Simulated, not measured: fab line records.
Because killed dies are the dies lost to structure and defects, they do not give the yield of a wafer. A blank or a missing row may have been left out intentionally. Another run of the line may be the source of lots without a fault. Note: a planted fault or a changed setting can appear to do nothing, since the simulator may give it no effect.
Which of the tools did it? || flow sky130 || 12 lots with 36 wafers sampled at 5 steps, on a route of 708 steps

== WHAT EACH GAUGE READ, for each wafer ==
SKY_FIELD_ISO_THK_MEAS_02.
{"lot": "L339", "measured": "day 1 11:38", "on": "film-metro-04", "FIELD_ISO_OXIDATION_00_THK (nm)": "12.07 12.14 12.09"}
{"lot": "L342", "measured": "day 2 02:38", "on": "film-metro-03", "FIELD_ISO_OXIDATION_00_THK (nm)": "11.94 12.05 11.97"}
{"lot": "L344", "measured": "day 2 13:24", "on": "film-metro-02", "FIELD_ISO_OXIDATION_00_THK (nm)": "12.28 12.38 12.17"}
{"lot": "L346", "measured": "day 2 23:59", "on": "film-metro-02", "FIELD_ISO_OXIDATION_00_THK (nm)": "11.88 11.85 11.82"}
{"lot": "L347", "measured": "day 3 03:56", "on": "film-metro-03", "FIELD_ISO_OXIDATION_00_THK (nm)": "11.99 11.82 11.76"}
{"lot": "L350", "measured": "day 3 18:38", "on": "film-metro-02", "FIELD_ISO_OXIDATION_00_THK (nm)": "11.66 11.57 11.56"}
{"lot": "L356", "measured": "day 5 02:11", "on": "film-metro-03", "FIELD_ISO_OXIDATION_00_THK (nm)": "11.81 11.96 11.75"}
{"lot": "L357", "measured": "day 5 06:20", "on": "film-metro-03", "FIELD_ISO_OXIDATION_00_THK (nm)": "11.78 11.51 11.23"}
{"lot": "L359", "measured": "day 5 18:02", "on": "film-metro-04", "FIELD_ISO_OXIDATION_00_THK (nm)": "11.90 11.64 11.76"}
{"lot": "L360", "measured": "day 5 22:11", "on": "film-metro-04", "FIELD_ISO_OXIDATION_00_THK (nm)": "11.99 11.93 12.03"}
{"lot": "L361", "measured": "day 6 01:38", "on": "film-metro-02", "FIELD_ISO_OXIDATION_00_THK (nm)": "11.90 11.94 11.86"}
{"lot": "L362", "measured": "day 6 08:15", "on": "film-metro-04", "FIELD_ISO_OXIDATION_00_THK (nm)": "11.76 11.79 11.65"}

SKY_NWELL_TW_MEAS_15.
{"lot": "L339", "measured": "day 4 14:23", "on": "film-metro-01", "NWELL_TW": "1789 1791 1793"}
{"lot": "L342", "measured": "day 5 10:40", "on": "film-metro-02", "NWELL_TW": "1789 1784 1783"}
{"lot": "L344", "measured": "day 5 16:29", "on": "film-metro-02", "NWELL_TW": "1794 1794 1788"}
{"lot": "L346", "measured": "day 6 06:00", "on": "film-metro-02", "NWELL_TW": "1802 1798 1793"}
{"lot": "L347", "measured": "day 6 10:45", "on": "film-metro-02", "NWELL_TW": "1813 1805 1810"}
{"lot": "L350", "measured": "day 7 08:15", "on": "film-metro-02", "NWELL_TW": "1690 1688 1695"}
{"lot": "L356", "measured": "day 8 17:58", "on": "film-metro-01", "NWELL_TW": "1678 1684 1682"}
{"lot": "L357", "measured": "day 8 21:18", "on": "film-metro-04", "NWELL_TW": "1836 1823 1841"}
{"lot": "L359", "measured": "day 9 08:08", "on": "film-metro-01", "NWELL_TW": "1800 1792 1797"}
{"lot": "L360", "measured": "day 9 21:37", "on": "film-metro-04", "NWELL_TW": "1846 1834 1845"}
{"lot": "L361", "measured": "day 9 21:32", "on": "film-metro-01", "NWELL_TW": "1798 1794 1803"}
{"lot": "L362", "measured": "day 10 08:18", "on": "film-metro-02", "NWELL_TW": "1796 1786 1797"}

SKY_NWELL_RS_MEAS_29: a four-point-probe measurement.
{"lot": "L339", "measured": "day 5 07:46", "on": "film-metro-01", "NWELL_RS (ohm/sq)": "624.4 624.5 624.5"}
{"lot": "L342", "measured": "day 6 04:37", "on": "film-metro-04", "NWELL_RS (ohm/sq)": "623.5 623.3 624.1"}
{"lot": "L344", "measured": "day 6 10:20", "on": "film-metro-01", "NWELL_RS (ohm/sq)": "624.5 625.4 625.6"}
{"lot": "L346", "measured": "day 7 00:59", "on": "film-metro-02", "NWELL_RS (ohm/sq)": "625.6 625.9 623.6"}
{"lot": "L347", "measured": "day 7 06:59", "on": "film-metro-02", "NWELL_RS (ohm/sq)": "622.3 621.1 619.9"}
{"lot": "L350", "measured": "day 8 04:41", "on": "film-metro-01", "NWELL_RS (ohm/sq)": "696.0 696.6 694.9"}
{"lot": "L356", "measured": "day 9 13:23", "on": "film-metro-04", "NWELL_RS (ohm/sq)": "699.5 694.6 697.9"}
{"lot": "L357", "measured": "day 9 17:55", "on": "film-metro-01", "NWELL_RS (ohm/sq)": "623.8 621.4 621.0"}
{"lot": "L359", "measured": "day 10 06:15", "on": "film-metro-01", "NWELL_RS (ohm/sq)": "625.5 625.3 625.6"}
{"lot": "L360", "measured": "day 10 20:17", "on": "film-metro-01", "NWELL_RS (ohm/sq)": "623.4 623.8 622.9"}
{"lot": "L361", "measured": "day 10 20:13", "on": "film-metro-04", "NWELL_RS (ohm/sq)": "620.1 620.0 620.3"}
{"lot": "L362", "measured": "day 11 07:08", "on": "film-metro-02", "NWELL_RS (ohm/sq)": "625.9 625.9 625.1"}

SKY_LDD_P_CD_MEAS_07 targets a cd of 380 nm.
{"lot": "L339", "measured": "day 18 12:56", "on": "cd-sem-02", "cd-nm (nm)": "380.8 381.2 380.0"}
{"lot": "L342", "measured": "day 20 00:31", "on": "cd-sem-02", "cd-nm (nm)": "379.7 378.6 378.0"}
{"lot": "L344", "measured": "day 20 08:30", "on": "cd-sem-01", "cd-nm (nm)": "378.7 376.2 379.2"}
{"lot": "L346", "measured": "day 21 15:56", "on": "cd-sem-01", "cd-nm (nm)": "382.1 384.1 383.3"}
{"lot": "L347", "measured": "day 21 17:55", "on": "cd-sem-01", "cd-nm (nm)": "386.0 385.1 384.3"}
{"lot": "L350", "measured": "day 23 00:56", "on": "cd-sem-01", "cd-nm (nm)": "382.2 381.4 380.4"}
{"lot": "L356", "measured": "day 25 04:43", "on": "cd-sem-02", "cd-nm (nm)": "379.9 378.2 381.3"}
{"lot": "L357", "measured": "day 25 07:19", "on": "cd-sem-02", "cd-nm (nm)": "377.6 380.1 379.2"}
{"lot": "L359", "measured": "day 26 01:29", "on": "cd-sem-01", "cd-nm (nm)": "382.9 378.3 380.4"}
{"lot": "L360", "measured": "day 26 17:14", "on": "cd-sem-01", "cd-nm (nm)": "376.9 379.0 379.0"}
{"lot": "L361", "measured": "day 26 15:29", "on": "cd-sem-02", "cd-nm (nm)": "378.3 381.0 380.4"}
{"lot": "L362", "measured": "day 27 08:14", "on": "cd-sem-02", "cd-nm (nm)": "377.9 382.0 380.5"}

== EACH LOT AND THE TOOL THAT RAN IT (in order: tool; ch and the chambers of the sampled wafers; start) ==
{"lot": "L339", "SKY_NWELL_IMPLANT_11": "implanter-01 ch 0, day 4 13:50"}
{"lot": "L342", "SKY_NWELL_IMPLANT_11": "implanter-04 ch 0, day 5 10:07"}
{"lot": "L344", "SKY_NWELL_IMPLANT_11": "implanter-04 ch 0, day 5 15:56"}
{"lot": "L346", "SKY_NWELL_IMPLANT_11": "implanter-03 ch 0, day 6 05:27"}
{"lot": "L347", "SKY_NWELL_IMPLANT_11": "implanter-03 ch 0, day 6 10:12"}
{"lot": "L350", "SKY_NWELL_IMPLANT_11": "implanter-03 ch 0, day 7 07:42"}
{"lot": "L356", "SKY_NWELL_IMPLANT_11": "implanter-03 ch 0, day 8 17:25"}
{"lot": "L357", "SKY_NWELL_IMPLANT_11": "implanter-01 ch 0, day 8 20:45"}
{"lot": "L359", "SKY_NWELL_IMPLANT_11": "implanter-01 ch 0, day 9 07:35"}
{"lot": "L360", "SKY_NWELL_IMPLANT_11": "implanter-01 ch 0, day 9 21:04"}
{"lot": "L361", "SKY_NWELL_IMPLANT_11": "implanter-04 ch 0, day 9 20:59"}
{"lot": "L362", "SKY_NWELL_IMPLANT_11": "implanter-01 ch 0, day 10 07:45"}
- SKY_NWELL_IMPLANT_11

== WHAT THE TOOLS THEMSELVES READ (means of the sampled wafers that have a number; where no wafer has one, the mark that the record gives instead) ==
SKY_NWELL_IMPLANT_11.
{"lot": "L339", "tool": "implanter-01", "beam-on-s (s)": 9.82, "faraday-current-uA": 109.0}
{"lot": "L342", "tool": "implanter-04", "beam-on-s (s)": 9.91, "faraday-current-uA": 108.2}
{"lot": "L344", "tool": "implanter-04", "beam-on-s (s)": 10.01, "faraday-current-uA": 107.3}
{"lot": "L346", "tool": "implanter-03", "beam-on-s (s)": 10.07, "faraday-current-uA": 106.2}
{"lot": "L347", "tool": "implanter-03", "beam-on-s (s)": 9.81, "faraday-current-uA": 109.4}
{"lot": "L350", "tool": "implanter-03", "beam-on-s (s)": 7.99, "faraday-current-uA": 134.2}
{"lot": "L356", "tool": "implanter-03", "beam-on-s (s)": 8.23, "faraday-current-uA": 130.3}
{"lot": "L357", "tool": "implanter-01", "beam-on-s (s)": 9.80, "faraday-current-uA": 109.1}
{"lot": "L359", "tool": "implanter-01", "beam-on-s (s)": 9.90, "faraday-current-uA": 107.8}
{"lot": "L360", "tool": "implanter-01", "beam-on-s (s)": 9.98, "faraday-current-uA": 107.5}
{"lot": "L361", "tool": "implanter-04", "beam-on-s (s)": 9.92, "faraday-current-uA": 108.0}
{"lot": "L362", "tool": "implanter-01", "beam-on-s (s)": 10.09, "faraday-current-uA": 106.2}

== THE ANSWER, worked out from the rows above alone ==
Rule: the lots themselves supply what counts as usual. Put in order of their means at a reading, lots are off if they are a third of the lots or fewer, leave a main group of 4 or more, and stand apart from it by a gap of 3 or more times the standard deviation of the main group's means; of several such gaps the widest counts. The tables above print the reading to a certain number of digits; a main group whose means all agree to those digits is not used. Also off: a lot with no number at a reading for which 4 or more lots have one. All remaining lots with rows at the step are treated as sound. After the gauges, taken in route order, come the tools' own readings; for these a lot's mean is taken, as printed above. The first step at which some lot is off is used, and at that step the reading that is off furthest; a lot without a number counts as furthest.
Off: L350, L356, seen at SKY_NWELL_TW_MEAS_15 (NWELL_TW). Mean 1804 and standard deviation 18 in the main group.
If a tool, at a process step before that reading, ran all the lots that are off and no sound lot after the first of them, it fits. Not tried: the gauges at SKY_NWELL_TW_MEAS_15; whatever is off there is also off at SKY_NWELL_IMPLANT_11, on other tools, and gauge error can't account for it. One candidate fits, namely implanter-03 at SKY_NWELL_IMPLANT_11. Its last sound lot is L347 (day 6 10:12), its first lot that is off L350 (day 7 07:42): a fault that began between those two fits.
The tool's own readings at SKY_NWELL_IMPLANT_11 bear it out: on the lots that are off they differ by more than 5 times the standard deviation of the sound lots' means. beam-on-s reads 8.11 s there against 9.93 s on the sound lots; faraday-current-uA reads 132.2 there against 107.9 on the sound lots.

== WHAT THE SIMULATOR HAD INSERTED ==
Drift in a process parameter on implanter-03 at SKY_NWELL_IMPLANT_11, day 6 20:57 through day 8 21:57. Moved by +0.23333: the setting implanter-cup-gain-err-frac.
Shown lots that were struck: L350, L356. The same result came from the rule above.
